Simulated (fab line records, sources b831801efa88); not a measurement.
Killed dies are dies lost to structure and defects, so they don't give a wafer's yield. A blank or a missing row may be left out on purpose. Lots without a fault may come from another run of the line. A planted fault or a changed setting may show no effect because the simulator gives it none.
Which tool did it? | flow gf180mcu | 6 lots, 18 wafers sampled, at 4 steps of a route of 602

WHAT THE GAUGES READ, wafer by wafer
GF_V5_THK_MEAS_01.
lot  | measured     | on            | V5_CVD_00_THK (nm)
L704 | day 27 11:13 | film_metro-04 | 297 296 299
L711 | day 30 09:36 | film_metro-02 | 303 298 303
L713 | day 30 19:58 | film_metro-02 | 301 300 301
L717 | day 31 20:26 | film_metro-02 | 299 299 301
L719 | day 32 09:39 | film_metro-03 | 295 304 299
L720 | day 32 16:47 | film_metro-02 | 294 303 298

WHICH TOOL RAN EACH LOT (tool, then ch and the chambers of the sampled wafers, then the start)
lot  | GF_V4_CVD_02                    | GF_V4_SPUTTER_22             | GF_V5_CVD_00
L704 | pecvd-03 ch 0,2, day 24 16:56   | pvd_sputter-02, day 25 16:07 | hdpcvd-02 ch 0,2, day 27 11:10
L711 | pecvd-03 ch 0,1,2, day 27 22:29 | pvd_sputter-01, day 28 18:26 | hdpcvd-02 ch 0,1,2, day 30 09:33
L713 | pecvd-04 ch 0,2, day 28 09:57   | pvd_sputter-02, day 29 06:33 | hdpcvd-01 ch 1,2, day 30 19:55
L717 | pecvd-01 ch 0,2, day 29 11:29   | pvd_sputter-01, day 30 07:17 | hdpcvd-02 ch 0,2, day 31 20:22
L719 | pecvd-01 ch 0,1, day 30 01:28   | pvd_sputter-01, day 30 21:02 | hdpcvd-01 ch 0,2, day 32 09:36
L720 | pecvd-01 ch 0,1,2, day 30 09:20 | pvd_sputter-02, day 31 04:32 | hdpcvd-01 ch 0,1,2, day 32 16:44
- GF_V4_CVD_02: deposits SiO2 from TEOS, target thk 850 nm, time 94.851 s.
- GF_V4_SPUTTER_22: material TiN, target thk 10 nm, time 40 s.
- GF_V5_CVD_00: deposits SiO2, target thk 300 nm, time 50 s.

THE ANSWER, worked out from the rows above alone
Rule: what is usual is taken from the lots themselves. Put in order of their means at a reading, lots are off if they are a third of the lots or fewer, leave a main group of 4 or more, and stand apart from it by a gap of 3 or more times the standard deviation of the main group's means; of several such gaps the widest counts. A main group whose means are all the same, to the digits that the tables above print for the reading, isn't used. A lot without any number at a reading at which 4 lots or more have one is off too. The other lots that the step has rows for count as sound.
No lot is off at any reading shown: from this, nothing can be told.

WHAT THE SIMULATOR HAD PUT IN
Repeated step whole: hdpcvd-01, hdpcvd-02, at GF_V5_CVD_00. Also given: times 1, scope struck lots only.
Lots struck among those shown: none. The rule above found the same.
